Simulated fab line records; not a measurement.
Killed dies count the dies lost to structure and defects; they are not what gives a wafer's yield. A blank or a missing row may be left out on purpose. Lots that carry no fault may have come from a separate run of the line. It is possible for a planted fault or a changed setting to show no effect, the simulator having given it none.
Which of the tools did it? | flow sky130 | 14 lots with 42 wafers sampled at 2 steps, on a route of 708 steps

== WHAT THE GAUGES READ, wafer by wafer ==
No reading from a measuring or inspecting step in the record can be judged against a usual standard deviation.

== EACH LOT AND THE TOOL THAT RAN IT (in order: tool; ch and the chambers of the sampled wafers; start) ==
lot  | SKY_PASSIVATION_CVD_00          | SKY_PAD_OPEN_PROBE_99
L385 | pecvd-03 ch 0,2, day 44 02:07   | -
L386 | pecvd-03 ch 0,1, day 44 16:28   | -
L387 | pecvd-03 ch 0,1, day 44 17:56   | -
L388 | pecvd-03 ch 0,1,2, day 44 23:56 | prober-02, day 46 20:40
L390 | pecvd-04 ch 0,2, day 45 08:30   | -
L389 | pecvd-03 ch 1,2, day 45 09:53   | prober-02, day 47 04:55
L394 | pecvd-01 ch 0,1, day 46 10:52   | prober-02, day 48 04:34
L399 | pecvd-04 ch 0,1,2, day 48 01:08 | -
L400 | pecvd-03 ch 0,1,2, day 48 09:10 | -
L401 | pecvd-03 ch 1,2, day 48 11:41   | -
L403 | pecvd-04 ch 0,1,2, day 48 16:39 | -
L404 | pecvd-03 ch 1,2, day 48 20:49   | -
L405 | pecvd-01 ch 0,1,2, day 49 00:51 | -
L407 | pecvd-01 ch 0,1, day 49 11:07   | -
- SKY_PASSIVATION_CVD_00: deposits SiO2, target thk 90 nm.
- SKY_PAD_OPEN_PROBE_99

== AS READ BY THE TOOLS THEMSELVES (means over the sampled wafers that have a number; for cases with no such wafer, the mark the record gives instead) ==
SKY_PASSIVATION_CVD_00.
lot  | tool     | heater_power_w (W)
L385 | pecvd-03 | 784
L386 | pecvd-03 | 843
L387 | pecvd-03 | 774
L388 | pecvd-03 | 792
L390 | pecvd-04 | 627
L389 | pecvd-03 | 814
L394 | pecvd-01 | 587
L399 | pecvd-04 | 678
L400 | pecvd-03 | 790
L401 | pecvd-03 | 800
L403 | pecvd-04 | 722
L404 | pecvd-03 | 785
L405 | pecvd-01 | 614
L407 | pecvd-01 | 535

SKY_PAD_OPEN_PROBE_99.
lot  | tool      | defect_limited_yield (%) | killed_at_M0_to_M3 | killed_at_M4_up | killed_at_contacts | killed_at_front_end | killed_at_other | killed_dies | killed_on_rim | killed_open | killed_short | sort_bin_3_pad_short (%) | sort_bin_5_function (%) | sort_bin_6_memory (%) | sort_n_pass | sort_yield_pct (%)
L388 | prober-02 | 79.7                     | 38                 | 3.0             | 26                 | 14                  | 19.7            | 100         | 18            | 41          | 39           | 1.7                      | 12.3                    | 6.4                   | 392         | 79.7
L389 | prober-02 | 76.9                     | 41                 | 2.3             | 17                 | 13                  | 40.3            | 114         | 18            | 37          | 36           | 3.5                      | 14.0                    | 5.6                   | 378         | 76.9
L394 | prober-02 | 80.8                     | 49                 | 3.0             | 26                 | 15                  | 0.7             | 94          | 17            | 52          | 42           | 1.0                      | 11.3                    | 6.9                   | 398         | 80.8

== THE ANSWER, worked out from the rows above alone ==
Rule: usual is defined by the lots themselves. Put in order of their means at a reading, lots are off if they are a third of the lots or fewer, leave a main group of 4 or more, and stand apart from it by a gap of 3 or more times the standard deviation of the main group's means; of several such gaps the widest counts. If all means in a main group match to the digits the tables above print for the reading, that group is not used. A lot without any number at a reading at which 4 lots or more have one is off too. The other lots that the step has rows for count as sound. First the gauges in route order, then the tools' own readings, where a lot's mean is used as printed above. At the first step where some lot is off, the reading lying furthest off is the one used; lots without a number count as furthest.
No lot is off at any reading shown: from this, nothing can be told.

== WHAT THE SIMULATOR PUT IN ==
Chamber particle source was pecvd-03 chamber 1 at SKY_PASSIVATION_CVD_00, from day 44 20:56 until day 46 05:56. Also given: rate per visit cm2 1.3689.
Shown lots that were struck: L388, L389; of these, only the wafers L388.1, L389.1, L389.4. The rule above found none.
